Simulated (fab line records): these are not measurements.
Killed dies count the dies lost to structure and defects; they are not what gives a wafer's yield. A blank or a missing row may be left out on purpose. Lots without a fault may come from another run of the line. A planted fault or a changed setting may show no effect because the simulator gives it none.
Lot-split experiment ; flow sky130 ; 5 lots, 23 wafers read, on a route of 708 steps

== THE SPLIT ==
At SKY_FIELD_ISO_OXIDATION_01 (stabilise 600 s, purge 300 s, target thk 12 nm), the setting temp c was moved away from the recipe's 900 C on 15 of the 23 wafers read, by -1.9% to +2.5%. All remaining wafers had this setting at the recipe value.

There is no step in the file separating the split from the reading.

== THE READING ==
FIELD_ISO_OXIDATION_00_THK at SKY_FIELD_ISO_THK_MEAS_02, in nm. A value of 11.87 nm with a standard deviation of 0.26 nm is what fault-free wafers of this fab line usually give.

wafer;tool, chamber at the split;temp c as run, C;against the recipe;FIELD_ISO_OXIDATION_00_THK, nm;against lot-mates on the recipe
L077.1;-, -;882.9;-1.9%;9.75;no lot-mate on the recipe
L077.2;-, -;882.9;-1.9%;9.78;no lot-mate on the recipe
L077.3;-, -;882.9;-1.9%;9.79;no lot-mate on the recipe
L077.4;-, -;882.9;-1.9%;9.83;no lot-mate on the recipe
L077.5;-, -;882.9;-1.9%;9.73;no lot-mate on the recipe
L079.1;-, -;922.6;+2.5%;14.89;no lot-mate on the recipe
L079.2;-, -;922.6;+2.5%;14.70;no lot-mate on the recipe
L079.3;-, -;922.6;+2.5%;14.68;no lot-mate on the recipe
L079.4;-, -;922.6;+2.5%;14.78;no lot-mate on the recipe
L079.5;-, -;922.6;+2.5%;14.75;no lot-mate on the recipe
L080.2;-, -;900;recipe;12.19;-
L080.3;-, -;900;recipe;12.12;-
L080.4;-, -;900;recipe;12.15;-
L080.5;-, -;900;recipe;12.09;-
L080.6;-, -;900;recipe;12.20;-
L083.1;-, -;886.5;-1.5%;10.49;no lot-mate on the recipe
L083.3;-, -;886.5;-1.5%;10.57;no lot-mate on the recipe
L083.4;-, -;886.5;-1.5%;10.52;no lot-mate on the recipe
L083.5;-, -;886.5;-1.5%;10.43;no lot-mate on the recipe
L083.6;-, -;886.5;-1.5%;10.42;no lot-mate on the recipe
L085.1;furnace-02, 0;900;recipe;11.93;-
L085.2;furnace-02, 0;900;recipe;11.92;-
L085.4;furnace-02, 0;900;recipe;11.92;-

FIT RESULTS
A straight line over all 23 wafers: FIELD_ISO_OXIDATION_00_THK changes by +1.11 nm for each +1% of temp c; r = +1.00; the points scatter about the line by 0.13 nm.
Too few moved wafers have a lot-mate on the recipe to fit a line with each lot's own level taken away.

== THE WHOLE CHAIN: every reading that the file lists as answering this split, in the file's order ==
step;what it does;reading;change (the file's fit);r (the file's)
SKY_FIELD_ISO_OXIDATION_01;stabilise 600 s, purge 300 s, target thk 12 nm;SiO2_of_FIELD_ISO_OXIDATION_01.thk nm (the simulator's own value, which no gauge read);+1.1 nm for each +1% of the setting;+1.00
SKY_FIELD_ISO_THK_MEAS_02;;FIELD_ISO_OXIDATION_00_THK;+1.11 for each +1% of the setting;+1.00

== FILE'S OWN FIT ==
FIELD_ISO_OXIDATION_00_THK changes by +1.11 nm for each +1% of temp c, r = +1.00.
